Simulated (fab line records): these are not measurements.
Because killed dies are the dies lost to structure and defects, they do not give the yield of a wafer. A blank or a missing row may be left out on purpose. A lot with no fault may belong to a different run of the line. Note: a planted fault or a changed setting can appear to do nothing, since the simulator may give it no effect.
2 desks looking at one fault :: flow sky130 :: only its own numbers are on each desk; what lay behind them is given at the end

== AT THE METROLOGY DESK ==
Means of the sampled wafers that have a number, per lot and without regard to the tool the lot ran on: this is what the gauges read. If a lot's mean is further than 4 standard deviations from the usual mean, the lot is out of limits and carries the mark OUT (the distance appears in the brackets).
Columns: A = cd-nm at SKY_VIA2_CD_MEAS_12, usual 200.2 nm; B = VIA2_W_RS at SKY_VIA2_RS_MEAS_22, usual 0.2733 ohm/sq
lot: L188
first seen here: day 37 11:23
A: 201.1
B: 0.9726 (+99 or more) OUT

lot: L187
first seen here: day 37 17:55
A: 199.9
B: 0.9793 (+99 or more) OUT

lot: L196
first seen here: day 40 10:40
A: 199.7
B: 0.2720

lot: L197
first seen here: day 40 12:28
A: 200.3
B: 0.2713

lot: L198
first seen here: day 40 18:54
A: 201.0
B: 0.2720

lot: L199
first seen here: day 41 07:41
A: 199.6
B: 0.2729

lot: L200
first seen here: day 41 10:41
A: 201.2
B: 0.2698

lot: L201
first seen here: day 41 18:10
A: 199.3
B: 0.2710

lot: L202
first seen here: day 41 22:55
A: 199.9
B: 0.2752

lot: L203
first seen here: day 42 07:54
A: 201.2
B: 0.2742

lot: L204
first seen here: day 42 09:56
A: 197.6
B: 0.2725

lot: L207
first seen here: day 42 23:36
A: 200.5
B: 0.2689

lot: L208
first seen here: day 43 15:08
A: 200.1
B: 0.2750
This desk's finding: out of limits on L187, L188; first on L188, day 37 12:31 (VIA2_W_RS at SKY_VIA2_RS_MEAS_22). Within limits: L196, L197, L198, L199, L200, L201, L202, L203, L204, L207, L208.

== DESK OF THE TOOL OWNER: cvd-w-02 ==
The tool's own readings at SKY_VIA2_CVD_21 (deposits W, target thk 420 nm, time 126.4 s): means of the sampled wafers that have a number, for each lot that ran on this tool. If a lot's mean is further than 4 standard deviations from the usual mean, the lot is out of limits and carries the mark OUT (the distance appears in the brackets).
Columns: A = heater-power-w at SKY_VIA2_CVD_21, usual 936 W
lot: L188
first seen here: day 37 12:23
A: 1038

lot: L187
first seen here: day 37 18:56
A: 929

lot: L196
first seen here: day 40 11:34
A: 946

lot: L199
first seen here: day 41 08:37
A: 995

lot: L201
first seen here: day 41 19:06
A: 938

lot: L202
first seen here: day 41 23:50
A: 947

lot: L203
first seen here: day 42 08:49
A: 1048

lot: L208
first seen here: day 43 16:02
A: 1007
Finding of this desk: none of the 8 lots has anything out of limits.

== TAKEN TOGETHER ==
The metrology desk could have raised an alarm at day 37 12:31, on L187, L188.
The desk of the tool owner found nothing out of limits.
The tool owner's desk has L187, L188 on record, within its limits.
Of the lots named, all ran SKY_VIA2_CVD_21 on cvd-w-02.

== WHAT WAS PUT IN BY THE SIMULATOR ==
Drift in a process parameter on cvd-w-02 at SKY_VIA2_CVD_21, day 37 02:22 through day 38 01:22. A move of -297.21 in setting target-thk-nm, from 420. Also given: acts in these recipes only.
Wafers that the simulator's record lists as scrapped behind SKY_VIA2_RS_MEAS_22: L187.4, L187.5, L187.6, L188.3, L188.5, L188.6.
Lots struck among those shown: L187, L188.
Per desk, hours elapsed from the start of the fault to the first reading out of limits: for the metrology desk, 10.
